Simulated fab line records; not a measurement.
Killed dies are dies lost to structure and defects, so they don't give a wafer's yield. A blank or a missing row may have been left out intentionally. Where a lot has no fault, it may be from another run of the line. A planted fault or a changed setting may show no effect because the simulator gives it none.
Matching of chambers | flow gf180mcu | GF_STI_ETCH_14 on rieSi-01 has 4 sister chambers
The step etches Si in HBr/Cl2/O2, target depth 360 nm, time 102.9 s. 16 wafers are shown with their chamber, then 8 later ones without.

WAFERS, EACH WITH ITS CHAMBER
wafer  | chamber | drypumpMotorCurrentA (A) | oesProductAu (a.u.) | throttleValvePct (%)
L901.1 | 2       | 5.5                      | 1.010               | 25.640
L901.2 | 1       | 5.7                      | 0.984               | 25.640
L901.3 | 0       | 6.1                      | 0.990               | 25.639
L907.4 | 2       | 5.5                      | 1.009               | 25.659
L907.5 | 0       | 6.1                      | 0.991               | 25.667
L907.6 | 1       | 5.7                      | 1.004               | 25.653
L908.3 | 1       | 5.7                      | 1.006               | 25.649
L908.4 | 3       | 5.3                      | 1.010               | 25.653
L908.6 | 3       | 5.2                      | 1.014               | 25.658
L909.1 | 0       | 6.1                      | 0.993               | 25.669
L909.2 | 1       | 5.7                      | 0.994               | 25.670
L909.3 | 3       | 5.3                      | 1.002               | 25.663
L910.3 | 0       | 6.2                      | 0.988               | 25.664
L910.5 | 1       | 5.7                      | 0.997               | 25.657
L910.6 | 2       | 5.5                      | 1.006               | 25.653
L911.3 | 0       | 6.2                      | 1.001               | 25.655

SIGNATURES, as means of the wafers listed above
reading              | chamber 0 | chamber 1 | chamber 2 | chamber 3 | scatter within a chamber
drypumpMotorCurrentA | 6.140     | 5.700     | 5.500     | 5.267     | 0.0394
oesProductAu         | 0.99260   | 0.99700   | 1.00833   | 1.00867   | 0.00641
throttleValvePct     | 25.65880  | 25.65380  | 25.65067  | 25.65800  | 0.0105
Rule: a wafer's distance from a chamber is the root of the sum, over the readings, of the square of ((its reading less the chamber's mean) divided by the reading's scatter). If the next closest chamber is less than 2 further off than the closest, the wafer can't be placed; otherwise it belongs to the closest. The scatter: the root of (the sum of the squares of (reading less its chamber's mean) over the shown wafers, divided by (wafers less chambers)).

WAFERS WITH NO CHAMBER GIVEN
wafer  | drypumpMotorCurrentA (A) | oesProductAu (a.u.) | throttleValvePct (%)
L911.4 | 5.5                      | 1.010               | 25.643
L911.5 | 5.5                      | 1.006               | 25.673
L916.2 | 6.2                      | 0.997               | 25.638
L916.4 | 6.2                      | 1.001               | 25.664
L916.5 | 5.7                      | 0.998               | 25.664
L919.1 | 6.2                      | 0.991               | 25.648
L919.3 | 5.3                      | 1.008               | 25.641
L919.6 | 6.2                      | 1.008               | 25.636

THE CHAMBER EACH PASSED THROUGH
wafer  | from the rows above | in truth
L911.4 | 2                   | 2
L911.5 | 2                   | 2
L916.2 | 0                   | 0
L916.4 | 0                   | 0
L916.5 | 1                   | 1
L919.1 | 0                   | 0
L919.3 | 3                   | 3
L919.6 | 0                   | 0
8 of 8 placed correctly. Number that these rows cannot place: 0. Placed wrongly: 0.
